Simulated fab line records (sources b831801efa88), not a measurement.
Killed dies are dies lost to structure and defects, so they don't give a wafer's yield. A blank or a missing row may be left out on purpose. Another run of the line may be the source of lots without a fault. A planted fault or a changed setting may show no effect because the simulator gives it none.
Matching of chambers -- flow gf180mcu -- cmp-02 running GF_V4_CMP_04: 4 sister chambers
The step polishes SiO2. 8 wafers are shown with their chamber, then 8 later ones without.

WAFERS WITH THEIR CHAMBER
wafer,chamber,motor_current_A (A),edge_zone_pressure_frac
L912.3,1,13.0,1.001
L912.4,0,12.1,1.008
L915.3,0,12.3,0.994
L915.5,3,10.8,1.004
L919.2,1,12.6,1.000
L919.3,3,10.9,1.000
L919.4,2,9.4,0.996
L923.1,2,10.2,0.990

WAFERS WITH NO CHAMBER GIVEN
wafer,motor_current_A (A),edge_zone_pressure_frac
L923.2,11.5,1.003
L923.6,10.4,1.001
L927.2,12.3,1.001
L927.4,12.5,1.002
L927.6,12.9,1.001
L929.1,10.8,1.003
L929.4,12.8,0.989
L929.6,12.8,0.997

EACH ONE'S CHAMBER
wafer,from the rows above,in truth
L923.2,can't be placed: 3 or 0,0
L923.6,can't be placed: 3 or 2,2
L927.2,can't be placed: 0 or 1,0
L927.4,can't be placed: 0 or 1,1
L927.6,can't be placed: 1 or 0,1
L929.1,3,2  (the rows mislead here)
L929.4,can't be placed: 1 or 0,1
L929.6,can't be placed: 1 or 0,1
Correctly placed: 0 of 8. Unplaceable from these rows: 7, with the true chamber sitting among the candidates in 7. Number placed wrongly: 1.
How it was worked out, from the rows above alone: a wafer's distance from a chamber is the root of the sum, over the readings, of the square of ((its reading less the chamber's mean) divided by the reading's scatter). If the next closest chamber is less than 2 further off than the closest, the wafer can't be placed; otherwise it belongs to the closest. For every chamber, the mean is computed from those of its wafers that are shown. The scatter is the square root of a quotient: the sum, over the shown wafers, of each reading's squared deviation from its chamber's mean, divided by wafers minus chambers.
